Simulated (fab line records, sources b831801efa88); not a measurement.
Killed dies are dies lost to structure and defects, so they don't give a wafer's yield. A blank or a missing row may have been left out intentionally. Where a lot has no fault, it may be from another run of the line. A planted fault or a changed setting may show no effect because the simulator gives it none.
Comparing a struck lot with a sound one -- flow sky130 -- 16 out of 708 route steps
Sound: the wafers L950.1, L950.2, L950.4. Struck: wafer L961.5 (left out: L961.3, L961.6 of the same lot, which were not struck); the cause appears at the end.
Order at every step that has rows: each side's tool, ch and its chambers, its first start. Under that, the readings that differ: sound wafers -- struck wafers -- difference of the means -- sigmas: that difference in standard deviations of wafers without a fault.
alike: words and numbers the same on both sides, and readings whose means are apart by under 2 such deviations; not compared: readings that were withheld, readings missing a value for some wafer, numbers with overlapping values and no deviation given by the record, and bounds like >300 which may hide the same value.
Wherever a step has rows on one side only, a row that says differs or no value, or a row with sigmas, the two part there. Non-overlapping numbers with no deviation appear without sigmas and do not part them. Lack of a reading on every wafer of one side parts them only where that side has two or more wafers.

first, 2 steps without rows for these wafers: SKY_METAL4_PEB_11; SKY_METAL4_DEVELOP_12 (develop time 60 s).
SKY_METAL4_CD_MEAS_13 targets a cd of 300 nm.
  sound on cd-sem-02, day 44 03:34; struck on cd-sem-02, day 46 19:18
  alike: cd-nm
SKY_METAL4_OVL_MEAS_14:
  sound on overlay-02, day 44 03:41; struck on overlay-02, day 46 19:23
  alike: METAL4_OVL
then, 1 step without rows for these wafers: SKY_METAL4_DESCUM_15 (chemistry O2, time 8 s).
SKY_METAL4_ETCH_16: etches BARC in N2/H2, stops on SiO2, time 88.2 s, target depth 60 nm.
  sound on rie-metal-02 ch 0,1, day 44 03:45; struck on rie-metal-02 ch 0, day 46 19:29
  alike: drypump-motor-current-A, oes-product-au, throttle-valve-pct
  not compared: rf-hours-counter-h
SKY_METAL4_ETCH_17: etches SiO2 in C4F8/O2/Ar, stops on TiN, time 3.9 s, target depth 15 nm.
  sound on rie-diel-02 ch 0,1,2, day 44 03:51; struck on rie-diel-02 ch 1, day 46 19:33
  alike: oes-product-au
  not compared: rf-hours-counter-h
SKY_METAL4_METAL_ETCH_18: etches the open film in Cl2/BCl3, stops on SiO2, target depth 845 nm, time 183.1 s.
  sound on rie-metal-01 ch 0,1, day 44 03:52; struck on rie-metal-04 ch 0, day 46 19:37
reading,sound,struck,difference,sigmas
drypump-motor-current-A (A),6.3 5.9 6.3,5.3,-0.9,-3
  alike: oes-product-au, throttle-valve-pct
  not compared: rf-hours-counter-h
SKY_METAL4_STRIP_19: strips in O2/N2.
  sound on plasma-asher-04 ch 0,1, day 44 04:03; struck on plasma-asher-02 ch 1, day 46 19:47
  alike: drypump-motor-current-A, o2-flow-sccm, oes-product-au, strip-time-to-endpoint-s
  not compared: rf-hours-counter-h
then, 3 steps without rows for these wafers: SKY_METAL4_STRIP_20 (strips in post etch residue remover, time 1200 s); SKY_METAL4_CLEAN_21 (cleans in IPA, time 180 s); SKY_METAL4_CLEAN_22 (cleans in O3/DIW).
SKY_VIA4_HDPCVD_00: deposits SiO2, target thk 1750 nm, time 291.7 s.
  sound on hdpcvd-02 ch 0,2, day 44 05:05; struck on hdpcvd-02 ch 2, day 46 20:22
reading,sound,struck,difference,sigmas
sih4-flow-sccm (sccm),60.24 59.88 60.13,72.01,+11.93,+60
susceptor-temp-C (C),400.20 399.91 399.78,399.49,-0.47,-2
model.SiO2_of_VIA4_HDPCVD_00.thk-nm (nm),1772 1764 1761,2100,+334,
SKY_VIA4_THK_MEAS_01:
  sound on film-metro-04, day 44 05:16; struck on film-metro-01, day 46 20:34
reading,sound,struck,difference,sigmas
VIA4_HDPCVD_THK (nm),1771 1765 1760,2099,+334,+19
SKY_VIA4_CMP_02: polishes SiO2.
  sound on cmp-02 ch 0,1,3, day 44 05:23; struck on cmp-01 ch 1, day 46 20:46
  alike: head-pressure-psi, motor-current-A
SKY_PAD_OPEN_PROBE_99:
  the record holds rows for the sound wafers here (prober-02, day 47 20:56) but none for the struck ones

== WHERE THEY PART ==
First at SKY_METAL4_METAL_ETCH_18; last, within this record, at SKY_PAD_OPEN_PROBE_99.

WHY: what had been put in by the simulator
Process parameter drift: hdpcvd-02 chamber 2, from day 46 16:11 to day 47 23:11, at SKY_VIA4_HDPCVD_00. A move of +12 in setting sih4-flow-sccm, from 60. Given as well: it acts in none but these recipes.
